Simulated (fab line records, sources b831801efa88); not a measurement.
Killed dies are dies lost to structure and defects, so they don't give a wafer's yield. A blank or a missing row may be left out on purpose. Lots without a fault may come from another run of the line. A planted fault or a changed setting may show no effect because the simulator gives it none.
fab line records | flow gf180mcu
record lots=24 wafers=72 last_day=34
route steps=602 shown MIM@508 V5@542 TOP_METAL@570 PASSIVATION@588
lots that met no fault: from a run of the same line without faults
start_h: hours from the record's first day to the start of the lot's first wafer shown | wait_h: hours since the lot's step before | " the same as in the row above | L1.1+2: a row that stands for several wafers | - no value, or no start given | * or withheld: withheld | < > ~ a bound
route shown NAME@n: a module of which the file shows steps, and the number in the route of the first | usual: mean/standard deviation of fault-free wafers | same: alike in all rows | chamber/n: place in a boat | sites: the reading at each site | _std_site: their standard deviation | _edge_site: outer sites' mean less inner sites' | radius_mm: how far each site lies from the wafer's centre | mask NAME#n: copy n | behind: the tool/chamber that last shaped the wafer | hold: why the lot was held/for how many hours/how that ended | device: the transistor (n, p or np) that didn't switch | end of line: the same wafers' tests at the end of the route | a step without rows: its recipe alone | killed: dies lost to structure and defects at the first sort, not the wafer's yield | map: a wafer's dies, x killed, . not, _ none there
set.NAME: the setting as run; set.NAME@STEP: as run at that earlier step | model.NAME: the simulator's own value behind a step, which no gauge read
steps of the route over a sample of lots; a table a step, a row a wafer
services: from which hour (start_h, from the record's first day; less than 0 if before it) a tool's chamber was out of use, for how many hours, and why
## steps
# step GF_MIM_CVD_05
# recipe material=Si3N4 target_thk_nm=42 temp_max_c=400 temp_c=385 time_s=29.086 rf_w=450
# usual heater_power_w=580/94 susceptor_temp_C=385.03/0.21
# columns lot.wafer tool chamber start_h wait_h heater_power_w susceptor_temp_C
L074.2 pecvd-04 2 556.17 0.0 758 384.76
L074.5 " 1 " " 507 384.89
L074.6 " 2 " " 753 384.53
L075.2 pecvd-03 1 562.97 0.0 494 384.89
L075.5 " 0 " " 527 384.98
L075.6 " 1 " " 495 384.93
L076.1 pecvd-03 1 574.67 0.0 486 385.33
L076.2 " 0 " " 608 384.90
L076.4 " 0 " " 612 384.82
L077.1 pecvd-04 1 581.28 0.0 518 384.84
L077.3 " 2 " " 670 384.75
L077.6 " 1 " " 527 385.15
L078.2 pecvd-03 2 592.07 0.0 540 385.07
L078.3 " 0 " " 526 385.16
L078.5 " 2 " " 524 385.14
L079.1 pecvd-03 2 598.74 0.0 528 385.35
L079.3 " 1 " " 503 385.49
L079.4 " 0 " " 499 385.40
L080.2 pecvd-02 2 612.11 0.0 579 384.85
L080.4 " 0 " " 637 385.33
L080.6 " 1 " " 656 384.91
L081.1 pecvd-03 0 625.01 0.0 602 385.18
L081.2 " 1 " " 488 385.01
L081.6 " 0 " " 596 385.05
L082.1 pecvd-03 0 630.46 0.0 581 384.85
L082.2 " 2 " " 475 384.89
L082.6 " 1 " " 410 384.90
L083.2 pecvd-03 0 638.97 0.0 543 384.91
L083.4 " 1 " " 460 385.18
L083.5 " 2 " " 504 385.04
L084.1 pecvd-02 2 645.00 0.0 596 385.09
L084.4 " 1 " " 601 384.73
L084.6 " 0 " " 717 385.12
L085.2 pecvd-02 0 653.42 0.0 758 384.74
L085.3 " 2 " " 654 385.33
L085.4 " 2 " " 663 385.11
L086.1 pecvd-04 0 660.02 0.0 595 385.26
L086.5 " 2 " " 774 385.03
L086.6 " 0 " " 590 385.10
L087.1 pecvd-03 1 668.92 0.0 474 384.70
L087.5 " 1 " " 494 385.02
L087.6 " 0 " " 573 385.01
L088.1 pecvd-04 1 679.28 0.0 539 385.01
L088.2 " 0 " " 587 385.19
L088.6 " 0 " " 571 385.03
L089.3 pecvd-03 0 687.41 0.0 503 384.79
L089.4 " 1 " " 495 384.84
L089.6 " 2 " " 524 385.04
L090.1 pecvd-04 1 693.77 0.0 544 385.03
L090.2 " 2 " " 789 385.10
L090.4 " 2 " " 787 384.72
L091.2 pecvd-02 2 697.01 0.0 584 384.98
L091.5 " 2 " " 581 385.15
L091.6 " 1 " " 665 385.34
L092.2 pecvd-03 0 703.41 0.0 557 384.74
L092.3 " 2 " " 540 385.35
L092.4 " 0 " " 561 384.86
L093.3 pecvd-02 1 710.11 0.0 657 384.66
L093.5 " 2 " " 573 385.14
L093.6 " 1 " " 678 385.00
L094.1 pecvd-03 0 710.91 0.0 531 384.62
L094.5 " 1 " " 427 385.12
L094.6 " 2 " " 547 384.94
L095.2 pecvd-02 0 719.62 0.0 725 384.99
L095.5 " 0 " " 740 385.10
L095.6 " 2 " " 686 385.00
L097.2 pecvd-04 2 725.36 0.0 811 385.24
L097.3 " 1 " " 568 384.59
L097.6 " 2 " " 825 384.97
L096.3 pecvd-03 2 730.03 0.0 516 384.74
L096.4 " 1 " " 428 385.31
L096.5 " 0 " " 546 385.27
# step GF_V5_CVD_02
# recipe material=SiO2 target_thk_nm=1450 precursor=TEOS temp_c=400 time_s=163.28 rf_w=600
# usual heater_power_w=699/95 susceptor_temp_C=400.02/0.23
# columns lot.wafer tool chamber start_h wait_h heater_power_w susceptor_temp_C
L074.2 pecvd-01 0 601.51 0.0 742 400.23
L074.5 " 1 " " 803 400.24
L074.6 " 2 " " 623 399.97
L075.2 pecvd-04 2 607.15 0.0 758 400.03
L075.5 " 1 " " 578 400.01
L075.6 " 2 " " 820 399.96
L076.1 pecvd-04 2 618.06 0.1 708 400.07
L076.2 " 0 " " 660 399.93
L076.4 " 2 " " 812 400.32
L077.1 pecvd-01 0 624.64 0.1 813 400.28
L077.3 " 1 " " 821 399.65
L077.6 " 1 " " 698 399.70
L078.2 pecvd-02 0 634.84 0.0 785 399.95
L078.3 " 1 " " 681 400.07
L078.5 " 0 " " 640 399.89
L079.1 pecvd-04 2 640.91 0.1 702 400.24
L079.3 " 0 " " 563 399.96
L079.4 " 0 " " 647 399.75
L080.2 pecvd-02 2 653.94 0.0 725 400.16
L080.4 " 2 " " 564 399.96
L080.6 " 1 " " 701 400.02
L081.1 pecvd-02 0 666.04 0.1 799 400.20
L081.2 " 1 " " 683 399.56
L081.6 " 0 " " 643 400.65
L082.1 pecvd-01 2 670.93 0.1 703 400.24
L082.2 " 0 " " 813 400.01
L082.6 " 1 " " 682 399.97
L083.2 pecvd-01 0 678.51 0.0 776 400.21
L083.4 " 0 " " 844 400.22
L083.5 " 2 " " 610 399.84
L084.1 pecvd-01 0 684.77 0.1 723 399.78
L084.4 " 2 " " 615 400.26
L084.6 " 0 " " 830 400.21
L085.2 pecvd-04 0 692.16 0.0 590 400.04
L085.3 " 2 " " 801 400.04
L085.4 " 2 " " 847 400.36
L086.1 pecvd-02 1 699.70 0.1 675 400.12
L086.5 " 1 " " 582 400.14
L086.6 " 0 " " 635 399.84
L087.1 pecvd-02 2 707.87 0.1 638 399.68
L087.5 " 0 " " 645 400.33
L087.6 " 2 " " 698 399.94
L088.1 pecvd-02 0 717.44 0.1 762 399.81
L088.2 " 1 " " 725 400.19
L088.6 " 1 " " 578 399.92
L089.3 pecvd-01 1 725.56 0.1 698 400.16
L089.4 " 0 " " 666 399.71
L089.6 " 1 " " 786 400.14
L090.1 pecvd-01 1 731.37 0.1 720 400.04
L090.2 " 0 " " 705 400.01
L090.4 " 0 " " 819 399.90
L091.2 pecvd-01 0 733.96 0.0 842 399.44
L091.5 " 0 " " 791 399.76
L091.6 " 1 " " 708 400.22
L092.2 pecvd-02 0 740.37 0.0 739 399.92
L092.3 " 1 " " 718 400.21
L092.4 " 2 " " 575 400.04
L093.3 pecvd-04 0 746.14 0.0 682 400.07
L093.5 " 2 " " 680 399.66
L093.6 " 0 " " 559 400.14
L094.1 pecvd-01 1 747.22 0.1 829 400.09
L094.5 " 0 " " 799 400.28
L094.6 " 2 " " 700 400.42
L095.2 pecvd-02 2 755.19 0.0 621 400.48
L095.5 " 1 " " 719 399.92
L095.6 " 0 " " 642 399.87
L097.2 pecvd-01 0 760.71 0.0 861 399.61
L097.3 " 1 " " 814 400.21
L097.6 " 0 " " 693 399.60
L096.3 pecvd-01 1 765.57 0.0 818 399.92
L096.4 " 1 " " 677 400.14
L096.5 " 2 " " 586 400.13
# step GF_TOP_METAL_SPUTTER_03
# recipe material=Ti target_thk_nm=5 substrate_temp_c=300 chamber_pressure_pa=0.3 power_w=3000 time_s=3.3
# usual cathode_dc_power_W=3000.0/0.64 throttle_valve_pct=29.9/1.2
# columns lot.wafer tool chamber start_h wait_h cathode_dc_power_W throttle_valve_pct
L074.2 pvd_sputter-04 - 624.56 0.0 3000.2 30.0
L074.5 " - " " 3000.4 31.6
L074.6 " - " " 3000.3 30.8
L075.2 pvd_sputter-04 - 629.96 0.0 2999.8 29.4
L075.5 " - " " 2999.8 29.7
L075.6 " - " " 3000.9 31.7
L076.1 pvd_sputter-02 - 640.74 0.0 2999.5 28.3
L076.2 " - " " 2999.1 28.7
L076.4 " - " " 3000.7 30.4
L077.1 pvd_sputter-03 - 646.89 0.0 3000.9 30.3
L077.3 " - " " 2999.9 29.1
L077.6 " - " " 3000.6 29.0
L078.2 pvd_sputter-04 - 656.71 0.0 2998.5 29.3
L078.3 " - " " 2999.2 30.6
L078.5 " - " " 3000.1 30.7
L079.1 pvd_sputter-04 - 663.62 0.0 2999.2 29.6
L079.3 " - " " 2999.5 30.4
L079.4 " - " " 3000.2 31.6
L080.2 pvd_sputter-02 - 675.46 0.0 3000.3 28.9
L080.4 " - " " 3000.9 30.3
L080.6 " - " " 3000.4 29.9
L081.1 pvd_sputter-02 - 686.06 0.0 3000.5 27.9
L081.2 " - " " 2999.7 28.8
L081.6 " - " " 2999.4 30.5
L082.1 pvd_sputter-04 - 692.63 0.0 2999.5 29.9
L082.2 " - " " 3000.8 29.7
L082.6 " - " " 3000.6 30.5
L083.2 pvd_sputter-04 - 699.71 0.0 3000.6 30.6
L083.4 " - " " 2999.5 31.7
L083.5 " - " " 2999.7 30.6
L084.1 pvd_sputter-02 - 705.66 0.0 2999.8 30.3
L084.4 " - " " 2999.8 29.1
L084.6 " - " " 3000.3 28.0
L085.2 pvd_sputter-03 - 712.11 0.0 2999.6 29.2
L085.3 " - " " 3001.2 30.6
L085.4 " - " " 2999.0 29.1
L086.1 pvd_sputter-02 - 719.94 0.0 3000.9 31.1
L086.5 " - " " 3000.7 30.5
L086.6 " - " " 3000.3 28.3
L087.1 pvd_sputter-02 - 727.43 0.0 2999.8 28.1
L087.5 " - " " 3000.7 30.1
L087.6 " - " " 3000.0 31.1
L088.1 pvd_sputter-03 - 736.90 0.0 2999.7 30.5
L088.2 " - " " 3000.5 27.9
L088.6 " - " " 3000.4 30.9
L089.3 pvd_sputter-03 - 745.18 0.0 2998.7 27.8
L089.4 " - " " 2999.7 28.9
L089.6 " - " " 3001.1 28.1
L090.1 pvd_sputter-02 - 750.96 0.0 3000.4 30.3
L090.2 " - " " 3000.0 31.3
L090.4 " - " " 2999.2 28.2
L091.2 pvd_sputter-03 - 754.25 0.0 3001.0 29.0
L091.5 " - " " 3001.2 27.9
L091.6 " - " " 2999.7 30.4
L092.2 pvd_sputter-02 - 759.47 0.0 2998.9 28.3
L092.3 " - " " 3001.8 29.3
L092.4 " - " " 3001.0 30.5
L093.3 pvd_sputter-03 - 764.96 0.0 2998.8 28.0
L093.5 " - " " 3000.5 28.2
L093.6 " - " " 2999.6 29.0
L094.1 pvd_sputter-02 - 766.15 0.0 3000.0 31.1
L094.5 " - " " 2999.9 30.7
L094.6 " - " " 2999.2 31.3
L095.2 pvd_sputter-03 - 774.16 0.0 3000.1 30.9
L095.5 " - " " 2999.8 29.2
L095.6 " - " " 3000.7 31.0
L097.2 pvd_sputter-04 - 779.17 0.0 2999.2 29.4
L097.3 " - " " 3000.8 30.6
L097.6 " - " " 2999.9 30.4
L096.3 pvd_sputter-03 - 783.30 0.0 2998.8 30.8
L096.4 " - " " 3000.1 28.2
L096.5 " - " " 3000.3 31.0
# step GF_PASSIVATION_THK_MEAS_01
# recipe reads=SiO2_of_PASSIVATION_CVD_00
# usual PASSIVATION_CVD_00_THK=994/12
# columns lot.wafer tool chamber start_h wait_h PASSIVATION_CVD_00_THK[nm]
L074.2 film_metro-04 - 645.80 0.0 999
L074.5 " - " " 994
L074.6 " - " " 1018
L075.2 film_metro-04 - 650.27 0.0 985
L075.5 " - " " 1003
L075.6 " - " " 983
L076.1 film_metro-03 - 661.04 0.0 991
L076.2 " - " " 980
L076.4 " - " " 989
L077.1 film_metro-04 - 667.54 0.0 990
L077.3 " - " " 973
L077.6 " - " " 1006
L078.2 film_metro-02 - 677.37 0.1 973
L078.3 " - " " 988
L078.5 " - " " 990
L079.1 film_metro-02 - 683.44 0.0 997
L079.3 " - " " 994
L079.4 " - " " 1007
L080.2 film_metro-04 - 695.49 0.0 988
L080.4 " - " " 1016
L080.6 " - " " 991
L081.1 film_metro-02 - 705.53 0.0 985
L081.2 " - " " 991
L081.6 " - " " 1003
L082.1 film_metro-02 - 711.33 0.0 987
L082.2 " - " " 983
L082.6 " - " " 1005
L083.2 film_metro-04 - 718.69 0.0 990
L083.4 " - " " 1002
L083.5 " - " " 1012
L084.1 film_metro-04 - 724.59 0.0 992
L084.4 " - " " 1000
L084.6 " - " " 998
L085.2 film_metro-04 - 730.89 0.0 994
L085.3 " - " " 1000
L085.4 " - " " 1008
L086.1 film_metro-04 - 738.32 0.0 969
L086.5 " - " " 994
L086.6 " - " " 1004
L087.1 film_metro-04 - 745.62 0.0 965
L087.5 " - " " 997
L087.6 " - " " 990
L088.1 film_metro-03 - 754.20 0.0 993
L088.2 " - " " 1000
L088.6 " - " " 991
L089.3 film_metro-02 - 762.21 0.1 985
L089.4 " - " " 1002
L089.6 " - " " 1016
L090.1 film_metro-03 - 767.45 0.0 996
L090.2 " - " " 983
L090.4 " - " " 1003
L091.2 film_metro-02 - 771.52 0.0 987
L091.5 " - " " 986
L091.6 " - " " 981
L092.2 film_metro-03 - 776.37 0.0 1006
L092.3 " - " " 981
L092.4 " - " " 1016
L093.3 film_metro-04 - 781.36 0.1 990
L093.5 " - " " 991
L093.6 " - " " 1001
L094.1 film_metro-03 - 782.60 0.0 1012
L094.5 " - " " 1023
L094.6 " - " " 998
L095.2 film_metro-02 - 790.99 0.0 969
L095.5 " - " " 991
L095.6 " - " " 1003
L097.2 film_metro-02 - 796.20 0.0 996
L097.3 " - " " 980
L097.6 " - " " 1002
L096.3 film_metro-04 - 799.51 0.1 981
L096.4 " - " " 1020
L096.5 " - " " 1003
# step GF_PASSIVATION_CVD_02
# recipe material=Si3N4 target_thk_nm=700 time_s=486.18 temp_c=400 rf_w=450
# usual heater_power_w=694/120 susceptor_temp_C=399.98/0.24
# columns lot.wafer tool chamber start_h wait_h heater_power_w susceptor_temp_C
L074.2 pecvd-03 0 645.85 0.0 661 400.13
L074.5 " 0 " " 673 399.83
L074.6 " 2 " " 541 400.09
L075.2 pecvd-03 0 650.32 0.0 654 400.08
L075.5 " 0 " " 669 400.08
L075.6 " 2 " " 495 399.73
L076.1 pecvd-03 1 661.10 0.1 523 400.00
L076.2 " 2 " " 581 400.06
L076.4 " 2 " " 606 399.57
L077.1 pecvd-02 0 667.60 0.1 702 399.93
L077.3 " 1 " " 736 399.43
L077.6 " 1 " " 615 399.62
L078.2 pecvd-01 0 677.42 0.0 885 400.07
L078.3 " 1 " " 811 399.84
L078.5 " 1 " " 869 399.61
L079.1 pecvd-03 0 683.50 0.1 636 399.69
L079.3 " 2 " " 529 399.92
L079.4 " 0 " " 655 399.75
L080.2 pecvd-01 1 695.54 0.0 855 400.07
L080.4 " 1 " " 879 399.96
L080.6 " 2 " " 809 400.35
L081.1 pecvd-03 2 705.59 0.1 551 399.62
L081.2 " 0 " " 564 400.25
L081.6 " 1 " " 509 399.91
L082.1 pecvd-01 2 711.39 0.1 805 399.93
L082.2 " 0 " " 876 399.62
L082.6 " 0 " " 881 399.79
L083.2 pecvd-01 0 718.74 0.0 870 400.30
L083.4 " 0 " " 888 400.08
L083.5 " 0 " " 728 400.14
L084.1 pecvd-01 0 724.65 0.1 841 400.20
L084.4 " 1 " " 904 399.75
L084.6 " 1 " " 905 399.99
L085.2 pecvd-03 1 730.94 0.0 522 399.86
L085.3 " 2 " " 603 400.11
L085.4 " 0 " " 680 399.88
L086.1 pecvd-02 0 738.38 0.1 799 400.18
L086.5 " 2 " " 755 400.07
L086.6 " 0 " " 835 400.04
L087.1 pecvd-02 2 745.68 0.1 766 400.01
L087.5 " 2 " " 641 399.92
L087.6 " 1 " " 625 400.11
L088.1 pecvd-02 0 754.26 0.1 838 399.89
L088.2 " 2 " " 770 400.05
L088.6 " 2 " " 601 400.27
L089.3 pecvd-02 0 762.25 0.0 863 400.19
L089.4 " 2 " " 613 399.82
L089.6 " 0 " " 692 400.07
L090.1 pecvd-03 1 767.51 0.1 536 400.24
L090.2 " 2 " " 617 399.99
L090.4 " 1 " " 557 400.08
L091.2 pecvd-03 2 771.57 0.0 612 400.17
L091.5 " 0 " " 654 399.94
L091.6 " 1 " " 529 399.90
L092.2 pecvd-02 0 776.42 0.0 855 400.36
L092.3 " 1 " " 756 400.19
L092.4 " 1 " " 629 399.93
L093.3 pecvd-02 2 781.40 0.0 639 400.08
L093.5 " 2 " " 668 399.98
L093.6 " 0 " " 787 400.06
L094.1 pecvd-03 0 782.66 0.1 652 399.89
L094.5 " 1 " " 525 399.82
L094.6 " 2 " " 542 399.76
L095.2 pecvd-01 0 791.04 0.0 752 399.61
L095.5 " 0 " " 810 400.20
L095.6 " 2 " " 740 400.09
L097.2 pecvd-02 0 796.25 0.0 804 399.98
L097.3 " 2 " " 702 399.97
L097.6 " 0 " " 844 399.59
L096.3 pecvd-02 1 799.55 0.0 784 400.39
L096.4 " 1 " " 626 400.26
L096.5 " 0 " " 850 399.91
# step GF_PASSIVATION_THK_MEAS_03
# recipe reads=Si3N4_of_PASSIVATION_CVD_02
# usual PASSIVATION_CVD_02_THK=696/8.8
# columns lot.wafer tool chamber start_h wait_h PASSIVATION_CVD_02_THK[nm]
L074.2 film_metro-02 - 646.15 0.2 690
L074.5 " - " " 694
L074.6 " - " " 703
L075.2 film_metro-04 - 650.61 0.2 685
L075.5 " - " " 699
L075.6 " - " " 707
L076.1 film_metro-02 - 661.39 0.1 680
L076.2 " - " " 695
L076.4 " - " " 707
L077.1 film_metro-03 - 667.89 0.1 683
L077.3 " - " " 678
L077.6 " - " " 691
L078.2 film_metro-02 - 677.71 0.2 698
L078.3 " - " " 699
L078.5 " - " " 697
L079.1 film_metro-04 - 683.79 0.1 689
L079.3 " - " " 691
L079.4 " - " " 702
L080.2 film_metro-02 - 695.84 0.2 684
L080.4 " - " " 697
L080.6 " - " " 698
L081.1 film_metro-02 - 705.90 0.2 705
L081.2 " - " " 692
L081.6 " - " " 703
L082.1 film_metro-03 - 711.68 0.1 680
L082.2 " - " " 681
L082.6 " - " " 695
L083.2 film_metro-04 - 719.18 0.3 682
L083.4 " - " " 703
L083.5 " - " " 690
L084.1 film_metro-04 - 725.08 0.3 692
L084.4 " - " " 693
L084.6 " - " " 703
L085.2 film_metro-04 - 731.24 0.2 699
L085.3 " - " " 706
L085.4 " - " " 705
L086.1 film_metro-04 - 738.66 0.1 689
L086.5 " - " " 699
L086.6 " - " " 702
L087.1 film_metro-04 - 745.97 0.1 704
L087.5 " - " " 713
L087.6 " - " " 698
L088.1 film_metro-04 - 754.57 0.2 696
L088.2 " - " " 687
L088.6 " - " " 704
L089.3 film_metro-04 - 762.56 0.2 688
L089.4 " - " " 705
L089.6 " - " " 699
L090.1 film_metro-04 - 767.80 0.1 695
L090.2 " - " " 704
L090.4 " - " " 709
L091.2 film_metro-02 - 771.86 0.2 708
L091.5 " - " " 708
L091.6 " - " " 706
L092.2 film_metro-03 - 776.72 0.2 695
L092.3 " - " " 689
L092.4 " - " " 697
L093.3 film_metro-02 - 781.71 0.2 692
L093.5 " - " " 705
L093.6 " - " " 694
L094.1 film_metro-02 - 782.95 0.1 686
L094.5 " - " " 703
L094.6 " - " " 709
L095.2 film_metro-04 - 791.34 0.2 702
L095.5 " - " " 696
L095.6 " - " " 707
L097.2 film_metro-03 - 796.55 0.2 681
L097.3 " - " " 702
L097.6 " - " " 692
L096.3 film_metro-04 - 799.86 0.2 691
L096.4 " - " " 688
L096.5 " - " " 696
## services
# columns tool chamber start_h hours kind
pecvd-03 - 537.66 14.6 pm
pecvd-02 - 550.66 2.6 repair
pecvd-02 - 562.57 0.9 repair
pecvd-02 - 591.12 14.0 pm
pecvd-02 0 591.12 14.0 vent_cycle
pecvd-02 1 591.12 14.0 vent_cycle
pecvd-02 2 591.12 14.0 vent_cycle
pvd_sputter-03 - 591.17 5.0 repair
pecvd-02 0 605.12 - clean
pecvd-04 - 622.27 2.8 pm
pecvd-02 1 635.09 4.0 repair
pecvd-04 - 644.11 6.7 repair
pecvd-02 - 669.84 14.6 pm
pecvd-03 - 679.14 4.3 pm
pvd_sputter-02 - 683.54 0.5 repair
pecvd-04 - 687.04 0.5 repair
pecvd-01 2 718.65 15.4 repair
pvd_sputter-03 - 720.87 1.7 repair
pvd_sputter-02 - 743.71 1.2 repair
pecvd-03 - 745.25 5.5 pm
pecvd-01 - 748.89 2.9 repair
pecvd-04 - 754.43 6.0 pm
pecvd-04 - 764.49 1.3 repair
pecvd-03 - 799.38 14.0 pm
## key
fault none
